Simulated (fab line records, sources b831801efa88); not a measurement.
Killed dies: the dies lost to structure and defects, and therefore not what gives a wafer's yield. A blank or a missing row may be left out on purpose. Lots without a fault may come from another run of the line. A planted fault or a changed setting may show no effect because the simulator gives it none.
One fault through the eyes of 2 desks || flow gf180mcu || every desk sees just its own numbers, and what lay behind them comes last

== AT THE METROLOGY DESK ==
What the gauges read for every lot (on any tool): the sampled wafers with a number, averaged. The brackets show how far a lot's mean lies from the usual mean; more than 4 standard deviations puts the lot out of limits, marked OUT.
Columns: A = VT_IMPLANT_03_OVL at GF_VT_IMPLANT_OVL_MEAS_40, usual -0.8 nm; B = HV_LDD_02_OVL at GF_HV_LDD_OVL_MEAS_32, usual 0.8 nm
{"lot": "L328", "first seen here": "day 6 17:56", "A": -2.0, "B": 0.3}
{"lot": "L331", "first seen here": "day 7 14:08", "A": -1.5, "B": 3.0}
{"lot": "L333", "first seen here": "day 8 05:32", "A": -0.2, "B": 1.4}
{"lot": "L334", "first seen here": "day 10 07:35", "A": 0.2, "B": 2.5}
{"lot": "L335", "first seen here": "day 10 08:01", "A": 0.7, "B": -0.9}
{"lot": "L336", "first seen here": "day 10 13:10", "A": -2.1, "B": 2.0}
{"lot": "L338", "first seen here": "day 10 14:28", "A": 0.5, "B": 0.4}
{"lot": "L337", "first seen here": "day 10 15:16", "A": -2.4, "B": 1.5}
{"lot": "L339", "first seen here": "day 10 15:21", "A": 0.4, "B": -0.1}
{"lot": "L340", "first seen here": "day 10 17:40", "A": -0.3, "B": 1.0}
{"lot": "L341", "first seen here": "day 11 01:11", "A": -0.2, "B": -0.7}
{"lot": "L342", "first seen here": "day 11 14:33", "A": 1.0, "B": 1.1}
{"lot": "L351", "first seen here": "day 14 03:48", "A": -0.8, "B": 1.5}
This desk found nothing out of limits on any of the 13 lots.

== AT THE TOOL OWNER'S DESK: litho track-01 ==
The tool's own readings at GF_VT_IMPLANT_SOFTBAKE_36 (time 60 s): means of the sampled wafers that have a number, for each lot that ran on this tool. The brackets show how far a lot's mean lies from the usual mean; more than 4 standard deviations puts the lot out of limits, marked OUT.
Columns: A = heater power total W at GF_VT_IMPLANT_SOFTBAKE_36, usual 56.60 W; B = run length s at GF_VT_IMPLANT_SOFTBAKE_36, usual 88.96 s
{"lot": "L333", "first seen here": "day 7 21:18", "A": 56.59, "B": 89.05}
{"lot": "L339", "first seen here": "day 10 06:19", "A": 56.57, "B": 88.87}
{"lot": "L340", "first seen here": "day 10 08:30", "A": 56.58, "B": 89.11}
{"lot": "L341", "first seen here": "day 10 15:43", "A": 56.58, "B": 88.92}
{"lot": "L351", "first seen here": "day 13 17:22", "A": "62.95 (+99 or more) OUT", "B": "72.47 (-99 or more) OUT"}
This desk's verdict: out of limits on L351, starting with L351 at day 13 17:22 (heater power total W at GF_VT_IMPLANT_SOFTBAKE_36). L333, L339, L340, L341: within limits.

== PUT TOGETHER ==
At day 13 17:22, on L351, the tool owner's desk was in a position to raise an alarm.
From the metrology desk's view, nothing was out of limits.
The metrology desk holds a record of L351, inside its limits.
The lots listed all ran GF_VT_IMPLANT_SOFTBAKE_36 on litho track-01.

== WHAT WAS PUT IN BY THE SIMULATOR ==
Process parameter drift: litho track-01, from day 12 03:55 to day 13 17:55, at GF_VT_IMPLANT_SOFTBAKE_36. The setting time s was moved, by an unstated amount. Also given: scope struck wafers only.
Struck lots among those shown: L351.
Each desk's first reading out of limits, in hours after the fault started: the tool owner's desk, 37.
